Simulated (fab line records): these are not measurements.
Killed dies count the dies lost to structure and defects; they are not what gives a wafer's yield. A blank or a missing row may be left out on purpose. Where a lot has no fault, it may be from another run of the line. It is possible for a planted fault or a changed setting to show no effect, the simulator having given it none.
Matching of chambers | flow sfqLine | 4 sister chambers for SFQ_TRILAYER_I4_VIA_ETCH_VIA_ETCH_106 on rieDiel-03
The step etches SiO2 in CHF3, stops on Nb, target depth 260 nm. 8 wafers are shown with their chamber, then 7 later ones without.

== WAFERS, EACH WITH ITS CHAMBER ==
wafer  | chamber | drypumpMotorCurrentA (A) | oesProductAu (a.u.)
L964.4 | 3       | 5.1                      | 0.859
L965.6 | 0       | 5.8                      | 0.857
L967.1 | 2       | 6.1                      | 0.847
L967.3 | 1       | 4.8                      | 0.862
L967.4 | 3       | 5.1                      | 0.850
L971.1 | 0       | 5.9                      | 0.850
L971.2 | 1       | 4.8                      | 0.854
L971.3 | 2       | 6.1                      | 0.849

== WAFERS MISSING THEIR CHAMBER ==
wafer  | drypumpMotorCurrentA (A) | oesProductAu (a.u.)
L973.2 | 5.8                      | 0.859
L973.3 | 5.1                      | 0.855
L973.4 | 6.1                      | 0.863
L974.2 | 5.8                      | 0.856
L974.3 | 6.1                      | 0.858
L974.4 | 6.1                      | 0.853
L978.6 | 5.1                      | 0.855

== WHICH CHAMBER EACH WENT THROUGH ==
wafer  | from the rows above | in truth
L973.2 | 0                   | 0
L973.3 | 3                   | 3
L973.4 | 2                   | 2
L974.2 | 0                   | 0
L974.3 | 2                   | 2
L974.4 | 2                   | 2
L978.6 | 3                   | 3
Correctly placed: 7 of 7. From these rows, 0 cannot be placed. Number placed wrongly: 0.
How it was worked out, from the rows above alone: a wafer's distance from a chamber is the root of the sum, over the readings, of the square of ((its reading less the chamber's mean) divided by the reading's scatter). If the next closest chamber is less than 2 further off than the closest, the wafer can't be placed; otherwise it belongs to the closest. A chamber's mean is the mean of its shown wafers. The scatter is the square root of a quotient: the sum, over the shown wafers, of each reading's squared deviation from its chamber's mean, divided by wafers minus chambers.
